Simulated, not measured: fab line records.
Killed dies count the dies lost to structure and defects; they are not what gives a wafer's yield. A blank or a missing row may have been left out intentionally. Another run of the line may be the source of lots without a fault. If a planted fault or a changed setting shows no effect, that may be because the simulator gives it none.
Check of tool commonality    flow sky130    Sampled: 11 lots, 33 wafers

== REASON IT WAS OPENED ==
SKY_SD_N_TW_MEAS_12, reading SD_N_TW: flagged on 2 of 11 lots. Fault-free wafers read 3953, with a standard deviation of 48.
Rule: flag the lot when none of its wafers has a number, or when each of its wafers that has one lies beyond 4 standard deviations from that mean. All remaining lots are regarded as sound.

lot   measured      on             SD_N_TW, wafer by wafer  flag
L931  day 29 14:29  film_metro-01  3886 3883 3875           
L936  day 30 22:22  film_metro-01  3907 3905 3919           
L938  day 31 21:52  film_metro-02  3962 3974 3953           
L939  day 32 01:55  film_metro-04  4009 4035 4032           
L940  day 32 11:32  film_metro-04  4041 4033 4034           
L942  day 33 00:14  film_metro-01  4184 4223 4229           FLAGGED
L945  day 34 01:13  film_metro-04  4328 4348 4360           FLAGGED
L947  day 34 09:45  film_metro-01  3900 3903 3894           
L949  day 35 05:15  film_metro-02  3973 3953 3961           
L950  day 35 11:34  film_metro-02  3939 3926 3917           
L951  day 35 14:08  film_metro-02  3958 3952 3931           
Average over the flagged lots: 4279; offset from the usual +326, equal to +7 standard deviations.

== LOT BY LOT: THE TOOL USED ==
Before the reading, the record contains 3 process steps out of a 708-step route. In each cell: the tool, then ch and the chambers that the sampled wafers went through, then the start.
lot   flag     SKY_LDD_LDN_STRIP_12                  SKY_SD_N_IMPLANT_09              SKY_SD_N_STRIP_11
L931           plasma_asher-03 ch 0,1, day 24 15:13  implanter-01 ch 0, day 29 14:05  plasma_asher-02 ch 0,1, day 29 14:23
L936           plasma_asher-04 ch 0,1, day 25 23:37  implanter-03 ch 0, day 30 21:58  plasma_asher-02 ch 0,1, day 30 22:16
L938           plasma_asher-04 ch 0,1, day 27 01:10  implanter-03 ch 0, day 31 21:29  plasma_asher-02 ch 1, day 31 21:46
L939           plasma_asher-04 ch 0,1, day 27 03:26  implanter-01 ch 0, day 32 01:31  plasma_asher-03 ch 0,1, day 32 01:49
L940           plasma_asher-04 ch 0,1, day 27 17:37  implanter-03 ch 0, day 32 11:08  plasma_asher-04 ch 1, day 32 11:26
L942  FLAGGED  plasma_asher-02 ch 0,1, day 28 06:03  implanter-03 ch 0, day 32 23:52  plasma_asher-04 ch 0,1, day 33 00:09
L945  FLAGGED  plasma_asher-03 ch 0,1, day 29 08:48  implanter-03 ch 0, day 34 00:50  plasma_asher-03 ch 0,1, day 34 01:07
L947           plasma_asher-04 ch 0,1, day 29 13:01  implanter-02 ch 0, day 34 09:21  plasma_asher-03 ch 0,1, day 34 09:39
L949           plasma_asher-03 ch 0,1, day 30 14:40  implanter-02 ch 0, day 35 04:52  plasma_asher-02 ch 0,1, day 35 05:08
L950           plasma_asher-04 ch 0,1, day 30 18:47  implanter-02 ch 0, day 35 11:10  plasma_asher-03 ch 0,1, day 35 11:28
L951           plasma_asher-03 ch 1, day 30 19:43    implanter-02 ch 0, day 35 13:44  plasma_asher-04 ch 0,1, day 35 14:02
What is done by these steps:
- SKY_LDD_LDN_STRIP_12: strips in O2/N2.
- SKY_SD_N_IMPLANT_09
- SKY_SD_N_STRIP_11: strips in O2/N2.
- SKY_SD_N_TW_MEAS_12

== FLAGGED OVER TOTAL, TOOL BY TOOL (the gauges that took the reading come last) ==
step                  tool             lots run  flagged  share of the flagged lots  sound lots run after its first flagged lot
SKY_LDD_LDN_STRIP_12  plasma_asher-02  1         1        some                       0
SKY_LDD_LDN_STRIP_12  plasma_asher-03  4         1        some                       2 (L949,L951)
SKY_LDD_LDN_STRIP_12  plasma_asher-04  6         0        none                       -
SKY_SD_N_IMPLANT_09   implanter-01     2         0        none                       -
SKY_SD_N_IMPLANT_09   implanter-02     4         0        none                       -
SKY_SD_N_IMPLANT_09   implanter-03     5         2        all                        0
SKY_SD_N_STRIP_11     plasma_asher-02  4         0        none                       -
SKY_SD_N_STRIP_11     plasma_asher-03  4         1        some                       2 (L947,L950)
SKY_SD_N_STRIP_11     plasma_asher-04  3         1        some                       1 (L951)
SKY_SD_N_TW_MEAS_12   film_metro-01    4         1        some                       1 (L947)
SKY_SD_N_TW_MEAS_12   film_metro-02    4         0        none                       -
SKY_SD_N_TW_MEAS_12   film_metro-04    3         1        some                       0

== WHAT THE TABLE ALLOWS ==
In the table, 1 row covers all flagged lots: implanter-03 at SKY_SD_N_IMPLANT_09.
- implanter-03 at SKY_SD_N_IMPLANT_09: 2 of its 5 lots flagged. Its last sound lot is L940 (day 32 11:08), its first flagged lot L942 (day 32 23:52): a fault that began between those two fits. Its own readings lie more than 4 standard deviations out on every wafer of the flagged lots: beam_energy_keV.
implanter-03 at SKY_SD_N_IMPLANT_09 is the single tool remaining.

== WHAT WAS PUT IN BY THE SIMULATOR ==
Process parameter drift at SKY_SD_N_IMPLANT_09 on implanter-03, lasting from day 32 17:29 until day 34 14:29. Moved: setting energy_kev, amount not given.
Shown lots that were struck: L942, L945. The same result came from the rule above.
